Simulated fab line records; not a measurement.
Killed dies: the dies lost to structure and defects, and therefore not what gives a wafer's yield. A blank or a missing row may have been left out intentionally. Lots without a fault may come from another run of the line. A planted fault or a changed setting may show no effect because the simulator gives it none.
A struck lot beside a sound one | flow sky130 | 15 out of 708 route steps
Sound: the wafers L708.1, L708.4, L708.5. Wafers L723.1, L723.3, L723.6 were the ones struck. The cause is named last.
Each step with rows lists, per side, the tool, then ch with its chambers, then its first start. Under that, the readings that differ: sound wafers | struck wafers | difference of the means | sigmas: that difference in standard deviations of wafers without a fault.
alike: readings whose means differ by less than 2 such deviations, and words and numbers that are the same on both sides. not compared: withheld readings, readings that some wafer has no value for, bounds like >300 that may hide the same value, and numbers for which the record gives no deviation and whose values overlap.
Wherever a step has rows on one side only, a row that says differs or no value, or a row with sigmas, the two part there. When numbers do not overlap yet have no deviation, they are printed without sigmas and do not part them. A reading that every wafer of one side lacks parts them only if that side has two wafers or more.

first, 3 steps without rows for these wafers: SKY_VIA3_CLEAN_18 (cleans in IPA, time 180 s); SKY_VIA3_CLEAN_19 (cleans in O3/DIW); SKY_VIA3_SPUTTER_20 (material TiN, target thk 20 nm, time 80 s).
SKY_VIA3_CVD_21: deposits W, target thk 390 nm, time 117.31 s.
  sound on cvdW-02 ch 0,1, day 40 04:32; struck on cvdW-02 ch 0,1, day 43 21:35
  alike: chamberPressureTorr, heaterPowerOuterW, heaterPowerW
SKY_VIA3_RS_MEAS_22: the measuring method here is four-point-probe.
  sound: filmMetro-03 at day 40 04:40; struck: filmMetro-04 at day 43 21:42
  alike: VIA3_W_RS
SKY_VIA3_THK_MEAS_23: measures by xrf.
  sound: filmMetro-03 at day 40 04:47; struck: filmMetro-04 at day 43 21:49
  alike: VIA3_W_THK
SKY_VIA3_CMP_24: polishes, stops on SiO2, t overpolish 20 s, target thk 0 nm.
  sound on cmp-02 ch 0,2,3, day 40 04:53; struck on cmp-02 ch 0,2,3, day 43 21:53
  alike: edgeZonePressureFrac, motorCurrentA, overpolishRunS, timeToEndpointS
then, 2 steps without rows for these wafers: SKY_METAL4_SPUTTER_00 (material Ti, target thk 15 nm, time 10 s); SKY_METAL4_SPUTTER_01 (material TiN, target thk 20 nm, time 16.7 s).
SKY_METAL4_SPUTTER_02: material AlCu, target thk 735 nm, time 39.1 s.
  sound: pvdSputter-01 at day 40 05:11; struck: pvdSputter-01 at day 43 22:14
  alike: throttleValvePct
SKY_METAL4_SPUTTER_03: material Ti, target thk 5 nm, time 3.3 s.
  sound: pvdSputter-01 at day 40 05:14; struck: pvdSputter-01 at day 43 22:16
  alike: throttleValvePct
SKY_METAL4_SPUTTER_04: material TiN, target thk 70 nm, time 58.3 s.
  sound: pvdSputter-01 at day 40 05:15; struck: pvdSputter-01 at day 43 22:17
  alike: throttleValvePct
SKY_CAP2M_CVD_00: deposits SiO2, target thk 15.5 nm.
  sound on pecvd-04 ch 1,2, day 40 05:17; struck on pecvd-02 ch 0,2, day 43 22:20
  no value came back on the struck wafers for heaterPowerOuterW (W), heaterPowerW (W); on the sound wafers heaterPowerOuterW (W) reads 451 302 448
then, 1 step without rows for these wafers: SKY_CAP2M_SPUTTER_02 (material TiN, target thk 200 nm, time 166.7 s).
-- the record jumps here: 5 days lie between the struck wafers' starts before and after (it left off in module CAP2M and takes up again in module PAD_OPEN, whose first step shown is number 708 of the route) --
SKY_PAD_OPEN_PROBE_99:
  rows exist in the record for the struck wafers here (prober-02, day 49 08:02), but not for the sound ones

## WHERE THEY PART
Last at SKY_PAD_OPEN_PROBE_99 as far as this record goes, first at SKY_CAP2M_CVD_00.

WHY: the cause the simulator had injected
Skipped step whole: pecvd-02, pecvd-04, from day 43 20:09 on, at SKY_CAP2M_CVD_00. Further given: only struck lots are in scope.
